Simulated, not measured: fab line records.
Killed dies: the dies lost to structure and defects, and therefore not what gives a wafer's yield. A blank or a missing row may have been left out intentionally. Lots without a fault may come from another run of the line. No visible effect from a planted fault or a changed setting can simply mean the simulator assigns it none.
fab line records | flow sky130
record lots=14 | wafers=42 | last_day=50
route steps=708 shown SONOS_ONO@171 GATE_OXIDE@201 RES_PROTECT@209 POLY_GATE@228 PAD_OPEN@708
lots with no fault: from the same line, run without faults
start_h: hours from the record's opening day to when the first of the lot's shown wafers began | wait_h: hours elapsed since this lot's preceding step | " the same as in the row above | L1.1+2: one row covering several wafers at once | - no value present, or no start provided | * or withheld: withheld | < > ~ a bound
route shown NAME@n: names a module that has steps shown in the file, with the first one's number in the route | usual: mean/standard deviation of fault-free wafers | same: alike in all rows | chamber/n: place in a boat | sites: each site's reading | _std_site: how widely they spread, as a standard deviation | _edge_site: mean of outer sites minus mean of inner sites | radius_mm: how far each site lies from the wafer's centre | mask NAME#n: copy n | behind: the most recent tool/chamber to have shaped the wafer | hold: what put the lot on hold/how long, in hours/how the hold closed | device: the n, p or np transistor that did not switch | end of line: tests of these same wafers at the route's end | for a step that has no rows: nothing shown but its recipe | killed: dies lost to structure and defects at the first sort, not the wafer's yield | map: a wafer's dies, marking killed ones x, the rest . and places with no die _
set.NAME: setting as actually run; set.NAME@STEP: the setting as run at that earlier step | model.NAME: the simulator's own value behind a step, which no gauge read
steps of the route over a sample of lots; a table a step, a row a wafer
## steps
# step SKY_SONOS_ONO_THK_MEAS_03
# recipe reads=Si3N4_of_SONOS_ONO_CVD_02
# usual SONOS_ONO_CVD_02_THK=10.53/0.15
lot.wafer | tool          | chamber | start_h | wait_h | SONOS_ONO_CVD_02_THK[nm]
L543.1    | film_metro-02 | -       | 255.64  | 0.0    | 10.70
L543.3    | "             | -       | "       | "      | 10.62
L543.6    | "             | -       | "       | "      | 10.64
L544.1    | film_metro-01 | -       | 265.35  | 0.0    | 10.43
L544.4    | "             | -       | "       | "      | 10.34
L544.5    | "             | -       | "       | "      | 10.40
L547.1    | film_metro-02 | -       | 282.71  | 0.0    | 10.27
L547.3    | "             | -       | "       | "      | 10.48
L547.6    | "             | -       | "       | "      | 10.40
L548.1    | film_metro-01 | -       | 293.41  | 0.0    | 10.62
L548.4    | "             | -       | "       | "      | 10.67
L548.6    | "             | -       | "       | "      | 10.59
L549.1    | film_metro-01 | -       | 303.43  | 0.0    | 10.61
L549.2    | "             | -       | "       | "      | 10.49
L549.6    | "             | -       | "       | "      | 10.59
L550.1    | film_metro-02 | -       | 309.53  | 0.0    | 10.87
L550.4    | "             | -       | "       | "      | 10.97
L550.5    | "             | -       | "       | "      | 10.90
L551.3    | film_metro-01 | -       | 313.00  | 0.0    | 10.47
L551.5    | "             | -       | "       | "      | 10.51
L551.6    | "             | -       | "       | "      | 10.38
L553.2    | film_metro-02 | -       | 336.78  | 0.0    | 10.33
L553.4    | "             | -       | "       | "      | 10.34
L553.6    | "             | -       | "       | "      | 10.45
L555.1    | film_metro-02 | -       | 346.86  | 0.0    | 10.24
L555.3    | "             | -       | "       | "      | 10.22
L555.4    | "             | -       | "       | "      | 10.39
L556.1    | film_metro-02 | -       | 356.01  | 0.0    | 10.56
L556.2    | "             | -       | "       | "      | 10.59
L556.3    | "             | -       | "       | "      | 10.57
L559.2    | film_metro-04 | -       | 388.88  | 0.0    | 10.65
L559.3    | "             | -       | "       | "      | 10.63
L559.5    | "             | -       | "       | "      | 10.59
L560.2    | film_metro-01 | -       | 391.71  | 0.0    | 10.56
L560.4    | "             | -       | "       | "      | 10.58
L560.6    | "             | -       | "       | "      | 10.60
L561.1    | film_metro-02 | -       | 405.94  | 0.0    | 10.47
L561.4    | "             | -       | "       | "      | 10.55
L561.5    | "             | -       | "       | "      | 10.41
L562.2    | film_metro-02 | -       | 412.42  | 0.0    | 10.60
L562.3    | "             | -       | "       | "      | 10.64
L562.5    | "             | -       | "       | "      | 10.80
# step SKY_GATE_OXIDE_TW_MEAS_14
# usual GATE_OXIDE_TW=223.2/1.8
lot.wafer | tool          | chamber | start_h | wait_h | GATE_OXIDE_TW
L543.1    | film_metro-03 | -       | 309.63  | 0.1    | 223.6
L543.3    | "             | -       | "       | "      | 221.8
L543.6    | "             | -       | "       | "      | 223.5
L544.1    | film_metro-03 | -       | 319.48  | 0.1    | 221.9
L544.4    | "             | -       | "       | "      | 220.5
L544.5    | "             | -       | "       | "      | 222.1
L547.1    | film_metro-01 | -       | 339.94  | 0.1    | 222.4
L547.3    | "             | -       | "       | "      | 221.8
L547.6    | "             | -       | "       | "      | 222.9
L548.1    | film_metro-03 | -       | 350.99  | 0.1    | 225.8
L548.4    | "             | -       | "       | "      | 224.4
L548.6    | "             | -       | "       | "      | 226.3
L549.1    | film_metro-04 | -       | 361.27  | 0.1    | 219.7
L549.2    | "             | -       | "       | "      | 220.9
L549.6    | "             | -       | "       | "      | 220.0
L550.1    | film_metro-03 | -       | 369.15  | 0.1    | 225.5
L550.4    | "             | -       | "       | "      | 225.5
L550.5    | "             | -       | "       | "      | 225.9
L551.3    | film_metro-04 | -       | 373.41  | 0.1    | 220.4
L551.5    | "             | -       | "       | "      | 219.9
L551.6    | "             | -       | "       | "      | 220.5
L553.2    | film_metro-03 | -       | 397.45  | 0.1    | 224.6
L553.4    | "             | -       | "       | "      | 225.7
L553.6    | "             | -       | "       | "      | 225.3
L555.1    | film_metro-01 | -       | 408.71  | 0.1    | 222.8
L555.3    | "             | -       | "       | "      | 222.5
L555.4    | "             | -       | "       | "      | 223.6
L556.1    | film_metro-01 | -       | 417.25  | 0.1    | 223.3
L556.2    | "             | -       | "       | "      | 223.8
L556.3    | "             | -       | "       | "      | 223.1
L559.2    | film_metro-04 | -       | 455.61  | 0.1    | 220.5
L559.3    | "             | -       | "       | "      | 221.9
L559.5    | "             | -       | "       | "      | 221.4
L560.2    | film_metro-03 | -       | 455.65  | 0.1    | 226.6
L560.4    | "             | -       | "       | "      | 225.7
L560.6    | "             | -       | "       | "      | 224.6
L561.1    | film_metro-01 | -       | 469.72  | 0.1    | 223.9
L561.4    | "             | -       | "       | "      | 223.5
L561.5    | "             | -       | "       | "      | 222.1
L562.2    | film_metro-03 | -       | 477.21  | 0.1    | 226.2
L562.3    | "             | -       | "       | "      | 225.5
L562.5    | "             | -       | "       | "      | 225.8
# step SKY_RES_PROTECT_SOFTBAKE_03
# recipe temp_c=90 | time_s=60 | resist=NOVOLAK
# usual heater_power_total_W=56.59/0.048 | plate_temp_C=90.00/0.14
lot.wafer | tool           | chamber | start_h | wait_h | heater_power_total_W | plate_temp_C
L543.1    | litho_track-03 | 0       | 326.91  | 0.1    | 56.59                | 89.89
L543.3    | "              | 0       | "       | "      | 56.56                | 89.96
L543.6    | "              | 0       | "       | "      | 56.68                | 90.01
L544.1    | litho_track-03 | 0       | 335.61  | 0.1    | 56.53                | 89.85
L544.4    | "              | 0       | "       | "      | 56.59                | 89.95
L544.5    | "              | 0       | "       | "      | 56.51                | 89.88
L547.1    | litho_track-03 | 0       | 357.61  | 0.1    | 56.68                | 89.83
L547.3    | "              | 0       | "       | "      | 56.60                | 89.93
L547.6    | "              | 0       | "       | "      | 56.62                | 89.87
L548.1    | litho_track-02 | 0       | 368.44  | 0.1    | 56.49                | 89.95
L548.4    | "              | 0       | "       | "      | 56.66                | 89.87
L548.6    | "              | 0       | "       | "      | 56.69                | 89.79
L549.1    | litho_track-04 | 0       | 378.63  | 0.1    | 56.55                | 89.99
L549.2    | "              | 0       | "       | "      | 56.60                | 89.89
L549.6    | "              | 0       | "       | "      | 56.57                | 90.02
L550.1    | litho_track-04 | 0       | 386.78  | 0.1    | 56.61                | 90.14
L550.4    | "              | 0       | "       | "      | 56.53                | 90.31
L550.5    | "              | 0       | "       | "      | 56.72                | 90.17
L551.3    | litho_track-02 | 0       | 392.29  | 0.1    | 56.61                | 89.55
L551.5    | "              | 0       | "       | "      | 56.61                | 89.62
L551.6    | "              | 0       | "       | "      | 56.56                | 89.97
L553.2    | litho_track-02 | 0       | 415.06  | 0.1    | 56.63                | 90.15
L553.4    | "              | 0       | "       | "      | 56.59                | 89.89
L553.6    | "              | 0       | "       | "      | 56.53                | 90.01
L555.1    | litho_track-02 | 0       | 428.54  | 0.1    | 56.66                | 90.15
L555.3    | "              | 0       | "       | "      | 56.60                | 89.85
L555.4    | "              | 0       | "       | "      | 56.58                | 89.83
L556.1    | litho_track-02 | 0       | 438.79  | 0.1    | 56.61                | 89.99
L556.2    | "              | 0       | "       | "      | 56.59                | 90.08
L556.3    | "              | 0       | "       | "      | 56.52                | 90.30
L559.2    | litho_track-02 | 0       | 473.41  | 0.1    | 55.95                | 89.31
L559.3    | "              | 0       | "       | "      | 55.90                | 89.28
L559.5    | "              | 0       | "       | "      | 55.84                | 89.26
L560.2    | litho_track-03 | 0       | 473.68  | 0.1    | 56.58                | 89.79
L560.4    | "              | 0       | "       | "      | 56.59                | 89.95
L560.6    | "              | 0       | "       | "      | 56.56                | 89.95
L561.1    | litho_track-04 | 0       | 488.63  | 0.1    | 56.62                | 90.06
L561.4    | "              | 0       | "       | "      | 56.56                | 89.87
L561.5    | "              | 0       | "       | "      | 56.58                | 90.29
L562.2    | litho_track-02 | 0       | 498.11  | 0.1    | 55.84                | 89.19
L562.3    | "              | 0       | "       | "      | 55.92                | 89.29
L562.5    | "              | 0       | "       | "      | 55.87                | 89.23
# step SKY_POLY_GATE_OVL_MEAS_14
# usual POLY_GATE_OVL=-3/5.8
lot.wafer | tool       | chamber | start_h | wait_h | POLY_GATE_OVL[nm]
L543.1    | overlay-01 | -       | 372.73  | 0.1    | 0
L543.3    | "          | -       | "       | "      | 2
L543.6    | "          | -       | "       | "      | -2
L544.1    | overlay-01 | -       | 380.50  | 0.1    | -3
L544.4    | "          | -       | "       | "      | -5
L544.5    | "          | -       | "       | "      | 3
L547.1    | overlay-02 | -       | 403.33  | 0.1    | -9
L547.3    | "          | -       | "       | "      | -9
L547.6    | "          | -       | "       | "      | 2
L548.1    | overlay-02 | -       | 417.33  | 0.1    | 9
L548.4    | "          | -       | "       | "      | 8
L548.6    | "          | -       | "       | "      | 6
L549.1    | overlay-02 | -       | 424.92  | 0.1    | 0
L549.2    | "          | -       | "       | "      | -4
L549.6    | "          | -       | "       | "      | -13
L550.1    | overlay-01 | -       | 434.83  | 0.1    | -4
L550.4    | "          | -       | "       | "      | -3
L550.5    | "          | -       | "       | "      | 4
L551.3    | overlay-02 | -       | 438.28  | 0.1    | -3
L551.5    | "          | -       | "       | "      | -2
L551.6    | "          | -       | "       | "      | 2
L553.2    | overlay-01 | -       | 466.73  | 0.1    | -5
L553.4    | "          | -       | "       | "      | 8
L553.6    | "          | -       | "       | "      | 0
L555.1    | overlay-02 | -       | 476.75  | 0.1    | -15
L555.3    | "          | -       | "       | "      | -12
L555.4    | "          | -       | "       | "      | -12
L556.1    | overlay-01 | -       | 487.10  | 0.1    | -1
L556.2    | "          | -       | "       | "      | -11
L556.3    | "          | -       | "       | "      | -7
L559.2    | overlay-02 | -       | 521.68  | 0.1    | -7
L559.3    | "          | -       | "       | "      | -5
L559.5    | "          | -       | "       | "      | -9
L560.2    | overlay-02 | -       | 522.82  | 0.1    | -10
L560.4    | "          | -       | "       | "      | -3
L560.6    | "          | -       | "       | "      | -4
L561.1    | overlay-02 | -       | 536.07  | 0.1    | -3
L561.4    | "          | -       | "       | "      | 2
L561.5    | "          | -       | "       | "      | 2
L562.2    | overlay-01 | -       | 545.42  | 0.1    | -3
L562.3    | "          | -       | "       | "      | 6
L562.5    | "          | -       | "       | "      | 4
# step SKY_PAD_OPEN_PROBE_99
# usual killed_at_M0_to_M3=43/6.7 | killed_at_M4_up=3.1/1.9 | killed_at_contacts=25/5 | killed_at_front_end=15/4 | killed_at_other=0.4/0.69 | killed_dies=87/9.2 | killed_open=46/7.1 | killed_short=40/6.8
# same gross_dies=492 | killed_at_back_side=0
lot.wafer | tool      | chamber | start_h | wait_h | killed_at_M0_to_M3 | killed_at_M4_up | killed_at_contacts | killed_at_front_end | killed_at_other | killed_dies | killed_open | killed_short
L543.1    | prober-01 | -       | 1080.35 | 0.1    | 42                 | 6               | 19                 | 13                  | 0               | 80          | 35          | 45
L543.3    | prober-01 | -       | 1080.45 | 0.2    | 42                 | 0               | 21                 | 20                  | 1               | 84          | 38          | 46
L543.6    | prober-01 | -       | 1080.60 | 0.2    | 47                 | 5               | 26                 | 12                  | 5               | 95          | 47          | 45
L547.1    | prober-02 | -       | 1098.24 | 0.1    | 45                 | 1               | 19                 | 18                  | 0               | 83          | 46          | 37
L547.3    | prober-02 | -       | 1098.34 | 0.2    | 48                 | 5               | 30                 | 17                  | 1               | 101         | 61          | 39
L547.6    | prober-02 | -       | 1098.49 | 0.2    | 52                 | 2               | 28                 | 21                  | 0               | 103         | 59          | 44
L553.2    | prober-01 | -       | 1141.37 | 0.1    | 38                 | 9               | 20                 | 19                  | 0               | 86          | 47          | 37
L553.4    | prober-01 | -       | 1141.47 | 0.2    | 59                 | 4               | 22                 | 14                  | 0               | 99          | 54          | 44
L553.6    | prober-01 | -       | 1141.57 | 0.2    | 43                 | 0               | 29                 | 15                  | 0               | 87          | 52          | 34
L555.1    | prober-01 | -       | 1152.48 | 0.1    | 44                 | 4               | 24                 | 12                  | 0               | 84          | 42          | 42
L555.3    | prober-01 | -       | 1152.58 | 0.2    | 48                 | 4               | 19                 | 14                  | 0               | 85          | 52          | 33
L555.4    | prober-01 | -       | 1152.63 | 0.2    | 36                 | 5               | 22                 | 9                   | 1               | 73          | 42          | 30
L560.2    | prober-01 | -       | 1175.62 | 0.1    | 58                 | 5               | 29                 | 11                  | 0               | 103         | 55          | 48
L560.4    | prober-01 | -       | 1175.72 | 0.2    | 49                 | 5               | 26                 | 17                  | 1               | 98          | 39          | 59
L560.6    | prober-01 | -       | 1175.82 | 0.2    | 47                 | 3               | 17                 | 8                   | 0               | 75          | 43          | 32
L559.2    | prober-02 | -       | 1177.12 | 0.1    | 38                 | 2               | 29                 | 11                  | 0               | 80          | 47          | 32
L559.3    | prober-02 | -       | 1177.17 | 0.2    | 40                 | 2               | 21                 | 14                  | 0               | 77          | 42          | 35
L559.5    | prober-02 | -       | 1177.27 | 0.2    | 51                 | 4               | 26                 | 18                  | 1               | 100         | 50          | 48
L561.1    | prober-01 | -       | 1183.97 | 0.1    | 38                 | 0               | 32                 | 11                  | 0               | 81          | 53          | 26
L561.4    | prober-01 | -       | 1184.12 | 0.2    | 45                 | 4               | 30                 | 13                  | 0               | 92          | 43          | 48
L561.5    | prober-01 | -       | 1184.17 | 0.2    | 37                 | 1               | 25                 | 10                  | 1               | 74          | 45          | 29
L562.2    | prober-02 | -       | 1190.81 | 0.1    | 41                 | 1               | 28                 | 15                  | 1               | 86          | 45          | 41
L562.3    | prober-02 | -       | 1190.86 | 0.2    | 43                 | 4               | 23                 | 8                   | 0               | 78          | 46          | 32
L562.5    | prober-02 | -       | 1190.96 | 0.2    | 43                 | 4               | 27                 | 14                  | 0               | 88          | 53          | 34
# killed by level:class
L543.1 METAL1:geometric_particle:short=9 LOCAL_INTERCONNECT:geometric_particle:short=7 VIA2:geometric_particle:open=6 VIA3:geometric_particle:open=6 METAL4:geometric_particle:short=5 CONTACT:geometric_particle:open=5 METAL2:geometric_particle:short=5 LI_CONTACT:geometric_particle:open=4
L543.3 VIA2:geometric_particle:open=8 LI_CONTACT:geometric_particle:open=7 LOCAL_INTERCONNECT:geometric_particle:short=7 METAL1:geometric_particle:short=7 POLY_GATE:geometric_particle:short=5 VIA1:geometric_particle:open=5 METAL2:geometric_particle:short=5 FIELD_ISO:geometric_particle:short=4
L543.6 VIA3:geometric_particle:open=13 CONTACT:geometric_particle:open=10 VIA1:geometric_particle:open=10 LOCAL_INTERCONNECT:geometric_particle:short=7 METAL2:geometric_particle:short=6 FIELD_ISO:geometric_particle:short=4 LI_CONTACT:geometric_particle:short=4 METAL1:geometric_particle:short=4
L547.1 VIA1:geometric_particle:open=9 VIA3:geometric_particle:open=8 CONTACT:geometric_particle:open=7 POLY_GATE:geometric_particle:short=6 FIELD_ISO:geometric_particle:short=5 LI_CONTACT:geometric_particle:open=5 METAL1:geometric_particle:short=5 VIA1:geometric_particle:short=5
L547.3 CONTACT:geometric_particle:open=14 VIA1:geometric_particle:open=13 POLY_GATE:geometric_particle:open=6 LI_CONTACT:geometric_particle:open=6 LOCAL_INTERCONNECT:geometric_particle:short=5 VIA2:geometric_particle:open=5 VIA1:geometric_particle:short=5 VIA2:geometric_particle:short=5
L547.6 VIA1:geometric_particle:open=16 LI_CONTACT:geometric_particle:open=10 CONTACT:geometric_particle:open=10 FIELD_ISO:geometric_particle:short=9 VIA1:geometric_particle:short=7 VIA3:geometric_particle:open=6 METAL1:geometric_particle:short=5 VIA2:geometric_particle:open=5
L553.2 VIA1:geometric_particle:open=10 VIA3:geometric_particle:open=8 CONTACT:geometric_particle:open=6 POLY_GATE:geometric_particle:short=5 VIA1:geometric_particle:short=5 METAL2:geometric_particle:short=5 FIELD_ISO:geometric_particle:short=4 POLY_GATE:geometric_particle:open=4
L553.4 VIA1:geometric_particle:open=14 VIA3:geometric_particle:open=10 METAL1:geometric_particle:short=8 LI_CONTACT:geometric_particle:open=7 CONTACT:geometric_particle:open=7 METAL2:geometric_particle:short=7 VIA3:geometric_particle:short=6 FIELD_ISO:geometric_particle:open=4
L553.6 CONTACT:geometric_particle:open=12 VIA1:geometric_particle:open=8 VIA3:geometric_particle:open=8 METAL2:geometric_particle:short=7 LI_CONTACT:geometric_particle:open=6 VIA2:geometric_particle:open=6 POLY_GATE:geometric_particle:open=5 CONTACT:geometric_particle:short=5
L555.1 LI_CONTACT:geometric_particle:open=10 VIA1:geometric_particle:open=10 METAL2:geometric_particle:short=8 CONTACT:geometric_particle:open=6 VIA3:geometric_particle:open=5 VIA2:geometric_particle:open=5 VIA1:geometric_particle:short=5 FIELD_ISO:geometric_particle:open=4
L555.3 VIA1:geometric_particle:open=15 CONTACT:geometric_particle:open=8 VIA2:geometric_particle:open=7 METAL1:geometric_particle:short=6 FIELD_ISO:geometric_particle:open=5 LI_CONTACT:geometric_particle:open=5 VIA3:geometric_particle:open=5 VIA3:geometric_particle:short=5
L555.4 LI_CONTACT:geometric_particle:open=11 VIA1:geometric_particle:open=9 METAL1:geometric_particle:short=6 VIA3:geometric_particle:open=4 CONTACT:geometric_particle:open=4 VIA2:geometric_particle:short=4 VIA2:geometric_particle:open=4 METAL4:geometric_particle:short=4
L560.2 CONTACT:geometric_particle:open=12 VIA1:geometric_particle:short=11 VIA1:geometric_particle:open=10 VIA3:geometric_particle:open=8 LI_CONTACT:geometric_particle:open=7 METAL2:geometric_particle:short=7 VIA2:geometric_particle:open=7 CONTACT:geometric_particle:short=6
L560.4 VIA1:geometric_particle:open=12 METAL2:geometric_particle:short=9 LI_CONTACT:geometric_particle:open=8 CONTACT:geometric_particle:open=8 FIELD_ISO:geometric_particle:short=6 POLY_GATE:geometric_particle:short=6 VIA1:geometric_particle:short=6 VIA2:geometric_particle:open=5
L560.6 VIA3:geometric_particle:open=8 VIA2:geometric_particle:open=8 VIA1:geometric_particle:open=7 METAL1:geometric_particle:short=6 CONTACT:geometric_particle:open=5 VIA1:geometric_particle:short=4 LI_CONTACT:geometric_particle:open=4 METAL2:geometric_particle:open=4
L559.2 CONTACT:geometric_particle:open=13 VIA1:geometric_particle:open=9 LI_CONTACT:geometric_particle:open=7 VIA3:geometric_particle:open=7 LI_CONTACT:geometric_particle:short=5 VIA2:geometric_particle:open=5 METAL2:geometric_particle:short=4 METAL3:geometric_particle:short=4
L559.3 VIA1:geometric_particle:open=10 VIA2:geometric_particle:open=7 LI_CONTACT:geometric_particle:open=6 FIELD_ISO:geometric_particle:open=5 LI_CONTACT:geometric_particle:short=5 CONTACT:geometric_particle:open=5 CONTACT:geometric_particle:short=5 METAL2:geometric_particle:short=5
L559.5 LI_CONTACT:geometric_particle:open=11 METAL2:geometric_particle:short=10 VIA1:geometric_particle:open=10 VIA3:geometric_particle:open=9 VIA3:geometric_particle:short=6 CONTACT:geometric_particle:open=6 FIELD_ISO:geometric_particle:short=5 LOCAL_INTERCONNECT:geometric_particle:short=5
L561.1 VIA1:geometric_particle:open=13 LI_CONTACT:geometric_particle:open=12 CONTACT:geometric_particle:open=10 VIA3:geometric_particle:open=6 METAL1:geometric_particle:short=6 CONTACT:geometric_particle:short=5 VIA2:geometric_particle:open=5 FIELD_ISO:geometric_particle:short=4
L561.4 LI_CONTACT:geometric_particle:open=9 VIA1:geometric_particle:open=8 VIA3:geometric_particle:open=8 METAL2:geometric_particle:short=8 CONTACT:geometric_particle:open=7 CONTACT:geometric_particle:short=5 SPACER:geometric_particle:short=4 LOCAL_INTERCONNECT:geometric_particle:short=4
L561.5 CONTACT:geometric_particle:open=11 VIA3:geometric_particle:open=10 METAL1:geometric_particle:short=8 LI_CONTACT:geometric_particle:open=7 VIA2:geometric_particle:open=5 FIELD_ISO:geometric_particle:open=4 CONTACT:geometric_particle:short=4 METAL2:geometric_particle:short=4
L562.2 CONTACT:geometric_particle:open=12 VIA1:geometric_particle:open=10 METAL1:geometric_particle:short=8 VIA1:geometric_particle:short=7 POLY_GATE:geometric_particle:open=6 LI_CONTACT:geometric_particle:short=4 LI_CONTACT:geometric_particle:open=4 LOCAL_INTERCONNECT:geometric_particle:short=4
L562.3 VIA2:geometric_particle:open=10 VIA1:geometric_particle:open=8 LI_CONTACT:geometric_particle:open=7 VIA3:geometric_particle:open=6 CONTACT:geometric_particle:open=5 CONTACT:geometric_particle:short=5 VIA2:geometric_particle:short=5 POLY_GATE:geometric_particle:open=3
L562.5 VIA1:geometric_particle:open=11 VIA3:geometric_particle:open=10 CONTACT:geometric_particle:open=9 LI_CONTACT:geometric_particle:open=8 VIA1:geometric_particle:short=5 FIELD_ISO:geometric_particle:open=4 CONTACT:geometric_particle:short=4 VIA2:geometric_particle:open=4
## key
first_sign step=SKY_RES_PROTECT_SOFTBAKE_03 | reading=heater_power_total_W | direction=down | sigmas=15 | usual=* | struck=*
effect step=SKY_RES_PROTECT_SOFTBAKE_03 | reading=plate_temp_C | direction=down | sigmas=5.1 | usual=* | struck=*
met_at SKY_RES_PROTECT_SOFTBAKE_03
struck_lots L559,L562
tester_left_out L559,L562
not_acting_at SKY_SONOS_ONO_THK_MEAS_03,SKY_GATE_OXIDE_TW_MEAS_14,SKY_POLY_GATE_OVL_MEAS_14
onset_between 438.79 473.41
fault kind=process_parameter_drift | tool=litho_track-02 | chamber=- | onset_h=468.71 | steps=SKY_RES_PROTECT_SOFTBAKE_03 | channel=temp_c | offset=* | shape=step | end_h=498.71 | acts_in=* | stated=*
# tester_left_out: of these lots the tester's yield and bins aren't shown, on N5 and GAA mostly nor the transistor test; their killed dies are dies lost to structure and defects alone, not to doping, threshold or leakage, so they don't give the yield
